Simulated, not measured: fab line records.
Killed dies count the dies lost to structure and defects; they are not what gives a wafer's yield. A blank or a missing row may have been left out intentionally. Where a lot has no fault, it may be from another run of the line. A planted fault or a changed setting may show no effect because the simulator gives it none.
What tool caused it? + flow gf180mcu + 15 lots, 45 wafers sampled, at 4 steps of a route of 602

WHAT THE GAUGES SHOWED, per wafer
GF_M3_THK_MEAS_06: measures by xrf. Usual: M3_ALCU_THK typically reads 460 nm, with standard deviation 4.8.
| lot  | measured     | on            | M3_ALCU_THK (nm) | flag |
|------|--------------|---------------|------------------|------|
| L684 | day 22 07:17 | film-metro-03 | 467 460 464      |      |
| L685 | day 22 21:37 | film-metro-03 | 461 458 455      |      |
| L686 | day 23 03:16 | film-metro-03 | 459 452 465      |      |
| L687 | day 23 07:12 | film-metro-03 | 460 460 459      |      |
| L688 | day 24 02:47 | film-metro-03 | 459 459 462      |      |
| L689 | day 24 03:26 | film-metro-04 | 468 465 458      |      |
| L690 | day 24 14:05 | film-metro-04 | 461 459 460      |      |
| L692 | day 25 04:16 | film-metro-03 | 465 457 461      |      |
| L696 | day 26 09:38 | film-metro-03 | 462 458 458      |      |
| L700 | day 27 13:52 | film-metro-01 | 467 460 466      |      |
| L701 | day 27 20:56 | film-metro-04 | 472 467 468      |      |
| L702 | day 28 02:31 | film-metro-03 | 452 460 459      |      |

WHICH TOOL RAN EACH LOT (tool, then ch and the chambers of the sampled wafers, then the start)
| lot  | GF_M2_METAL_ETCH_16               | GF_M2_STRIP_17                       | GF_V2_SPUTTER_21             |
|------|-----------------------------------|--------------------------------------|------------------------------|
| L684 | rie-metal-01 ch 0,1, day 21 04:45 | plasma-asher-04 ch 0,1, day 21 04:51 | pvd-sputter-04, day 22 06:14 |
| L685 | rie-metal-01 ch 0,1, day 21 19:52 | plasma-asher-03 ch 0,1, day 21 19:58 | pvd-sputter-01, day 22 20:35 |
| L686 | rie-metal-02 ch 0,1, day 22 00:23 | plasma-asher-02 ch 0, day 22 00:29   | pvd-sputter-03, day 23 02:14 |
| L687 | rie-metal-02 ch 0,1, day 22 04:47 | plasma-asher-03 ch 0,1, day 22 04:54 | pvd-sputter-04, day 23 06:08 |
| L688 | rie-metal-02 ch 0,1, day 23 00:38 | plasma-asher-03 ch 0,1, day 23 00:44 | pvd-sputter-03, day 24 01:44 |
| L689 | rie-metal-04 ch 0,1, day 23 01:09 | plasma-asher-02 ch 0,1, day 23 01:15 | pvd-sputter-01, day 24 02:23 |
| L690 | rie-metal-01 ch 0,1, day 23 12:30 | plasma-asher-02 ch 0,1, day 23 12:36 | pvd-sputter-04, day 24 13:02 |
| L692 | rie-metal-02 ch 0, day 24 03:06   | plasma-asher-04 ch 0,1, day 24 03:17 | pvd-sputter-01, day 25 03:11 |
| L693 | rie-metal-01 ch 0,1, day 24 13:22 | plasma-asher-04 ch 0,1, day 24 13:28 | pvd-sputter-01, day 25 12:59 |
| L694 | rie-metal-04 ch 1, day 24 16:46   | plasma-asher-02 ch 0,1, day 24 16:59 | pvd-sputter-01, day 25 16:38 |
| L695 | rie-metal-02 ch 1, day 24 18:43   | plasma-asher-03 ch 0,1, day 24 18:56 | pvd-sputter-01, day 25 17:57 |
| L696 | rie-metal-02 ch 1, day 25 08:54   | plasma-asher-02 ch 0,1, day 25 09:08 | pvd-sputter-01, day 26 08:36 |
| L700 | rie-metal-01 ch 1, day 26 14:47   | plasma-asher-04 ch 0,1, day 26 14:53 | pvd-sputter-04, day 27 12:50 |
| L701 | rie-metal-01 ch 0,1, day 26 22:03 | plasma-asher-02 ch 0,1, day 26 22:10 | pvd-sputter-04, day 27 19:53 |
| L702 | rie-metal-04 ch 1, day 27 03:10   | plasma-asher-02 ch 0, day 27 03:16   | pvd-sputter-01, day 28 01:29 |
- GF_M2_METAL_ETCH_16: etches the open film in Cl2/BCl3, stops on SiO2, target depth 627.5 nm, time 99.59 s.
- GF_M2_STRIP_17: strips in O2/N2.
- GF_V2_SPUTTER_21: material Ti, target thk 15 nm, time 80.02 s.

WHAT THE TOOLS THEMSELVES READ (means of the sampled wafers that have a number; where no wafer has one, the mark that the record gives instead)
GF_M2_METAL_ETCH_16. Usual: bias-w 140.1 W, standard deviation 0.39; drypump-motor-current-A 5.5 A, standard deviation 0.45; he-backside-leak-sccm 3.4 sccm, standard deviation 0.33; oes-product-au 0.993 a.u., standard deviation 0.0073; throttle-valve-pct 28.228 %, standard deviation 0.012.
| lot  | tool         | bias-w (W) | drypump-motor-current-A (A) | he-backside-leak-sccm (sccm) | oes-product-au (a.u.) | throttle-valve-pct (%) | flag |
|------|--------------|------------|-----------------------------|------------------------------|-----------------------|------------------------|------|
| L684 | rie-metal-01 | 139.5      | 5.1                         | 3.6                          | 0.997                 | 28.228                 |      |
| L685 | rie-metal-01 | 140.2      | 5.4                         | 3.5                          | 0.997                 | 28.224                 |      |
| L686 | rie-metal-02 | 139.9      | 5.6                         | 3.3                          | 0.992                 | 28.234                 |      |
| L687 | rie-metal-02 | 140.3      | 5.4                         | 3.6                          | 0.996                 | 28.230                 |      |
| L688 | rie-metal-02 | 140.2      | 5.6                         | 3.3                          | 0.984                 | 28.236                 |      |
| L689 | rie-metal-04 | 140.3      | 5.7                         | 3.3                          | 0.986                 | 28.232                 |      |
| L690 | rie-metal-01 | 139.8      | 5.1                         | 3.6                          | 0.993                 | 28.225                 |      |
| L692 | rie-metal-02 | 140.0      | 5.3                         | 3.6                          | 0.996                 | 28.226                 |      |
| L693 | rie-metal-01 | 139.7      | 5.4                         | 3.6                          | 0.998                 | 28.221                 |      |
| L694 | rie-metal-04 | 140.0      | 5.2                         | 3.3                          | 0.994                 | 28.226                 |      |
| L695 | rie-metal-02 | 140.4      | 5.7                         | 3.2                          | 0.998                 | 28.229                 |      |
| L696 | rie-metal-02 | 139.9      | 5.7                         | 3.3                          | 0.990                 | 28.234                 |      |
| L700 | rie-metal-01 | 139.8      | 4.9                         | 3.4                          | 0.987                 | 28.229                 |      |
| L701 | rie-metal-01 | 140.1      | 5.1                         | 3.4                          | 0.994                 | 28.226                 |      |
| L702 | rie-metal-04 | 140.2      | 5.2                         | 3.3                          | 0.994                 | 28.234                 |      |

GF_M2_STRIP_17. Usual: drypump-motor-current-A 6.0 A, standard deviation 0.5; heater-power-w 328 W, standard deviation 41; oes-product-au 0.563 a.u., standard deviation 0.0047; strip-time-to-endpoint-s 8.00 s, standard deviation 0.051.
| lot  | tool            | drypump-motor-current-A (A) | heater-power-w (W) | oes-product-au (a.u.) | strip-time-to-endpoint-s (s) | flag |
|------|-----------------|-----------------------------|--------------------|-----------------------|------------------------------|------|
| L684 | plasma-asher-04 | 5.5                         | 324                | 0.566                 | 8.03                         |      |
| L685 | plasma-asher-03 | 5.7                         | 300                | 0.563                 | 7.98                         |      |
| L686 | plasma-asher-02 | 6.8                         | 354                | 0.567                 | 8.10                         |      |
| L687 | plasma-asher-03 | 5.7                         | 303                | 0.563                 | 8.06                         |      |
| L688 | plasma-asher-03 | 5.7                         | 301                | 0.561                 | 8.06                         |      |
| L689 | plasma-asher-02 | 6.7                         | 359                | 0.559                 | 8.00                         |      |
| L690 | plasma-asher-02 | 6.6                         | 360                | 0.566                 | 8.02                         |      |
| L692 | plasma-asher-04 | 5.6                         | 325                | 0.563                 | 8.00                         |      |
| L693 | plasma-asher-04 | 5.5                         | 299                | 0.563                 | 7.91                         |      |
| L694 | plasma-asher-02 | 6.6                         | 360                | 0.566                 | 8.00                         |      |
| L695 | plasma-asher-03 | 5.7                         | 297                | 0.562                 | 7.96                         |      |
| L696 | plasma-asher-02 | 6.6                         | 357                | 0.565                 | 7.99                         |      |
| L700 | plasma-asher-04 | 5.5                         | 323                | 0.562                 | 8.02                         |      |
| L701 | plasma-asher-02 | 6.6                         | 353                | 0.563                 | 7.98                         |      |
| L702 | plasma-asher-02 | 6.8                         | 354                | 0.560                 | 7.99                         |      |

GF_V2_SPUTTER_21. Usual: cathode-dc-power-W 2500.0 W, standard deviation 0.42; chamber-pressure-pa 4.999 Pa, standard deviation 0.0093; throttle-valve-pct 29.7 %, standard deviation 0.97.
| lot  | tool           | cathode-dc-power-W (W) | chamber-pressure-pa (Pa) | throttle-valve-pct (%) | flag |
|------|----------------|------------------------|--------------------------|------------------------|------|
| L684 | pvd-sputter-04 | 2500.3                 | 5.009                    | 30.0                   |      |
| L685 | pvd-sputter-01 | 2500.4                 | 4.991                    | 28.8                   |      |
| L686 | pvd-sputter-03 | 2500.0                 | 4.995                    | 31.6                   |      |
| L687 | pvd-sputter-04 | 2499.6                 | 5.007                    | 30.2                   |      |
| L688 | pvd-sputter-03 | 2499.7                 | 5.008                    | 29.7                   |      |
| L689 | pvd-sputter-01 | 2500.1                 | 5.000                    | 28.9                   |      |
| L690 | pvd-sputter-04 | 2499.9                 | 4.995                    | 30.0                   |      |
| L692 | pvd-sputter-01 | 2500.1                 | 5.001                    | 29.2                   |      |
| L693 | pvd-sputter-01 | -                      | -                        | -                      | OFF  |
| L694 | pvd-sputter-01 | -                      | -                        | -                      | OFF  |
| L695 | pvd-sputter-01 | -                      | -                        | -                      | OFF  |
| L696 | pvd-sputter-01 | 2500.3                 | 5.006                    | 29.1                   |      |
| L700 | pvd-sputter-04 | 2500.6                 | 5.004                    | 30.1                   |      |
| L701 | pvd-sputter-04 | 2500.1                 | 5.000                    | 29.9                   |      |
| L702 | pvd-sputter-01 | 2499.7                 | 4.999                    | 29.8                   |      |

THE ANSWER, worked out from the rows above alone
Rule: take the mean of a lot's wafers that have a number; if it is more than 3 standard deviations from the usual mean, the lot is off. A lot without any number at a reading at which 4 lots or more have one is off too. All remaining lots with rows at the step are treated as sound. The gauges are gone through in route order, then the tools' own readings, and for those a lot's mean is taken as printed above. At the first step where some lot is off, the reading lying furthest off is the one used; lots without a number count as furthest.
Off at GF_V2_SPUTTER_21 (cathode-dc-power-W): L693, L694, L695. Without a number there: L693, L694, L695.
A tool fits if, at that step or a process step before it, it ran every lot that is off, and no sound lot after the first of them. Not one of the candidates tried fits.

WHAT HAD BEEN PUT IN BY THE SIMULATOR
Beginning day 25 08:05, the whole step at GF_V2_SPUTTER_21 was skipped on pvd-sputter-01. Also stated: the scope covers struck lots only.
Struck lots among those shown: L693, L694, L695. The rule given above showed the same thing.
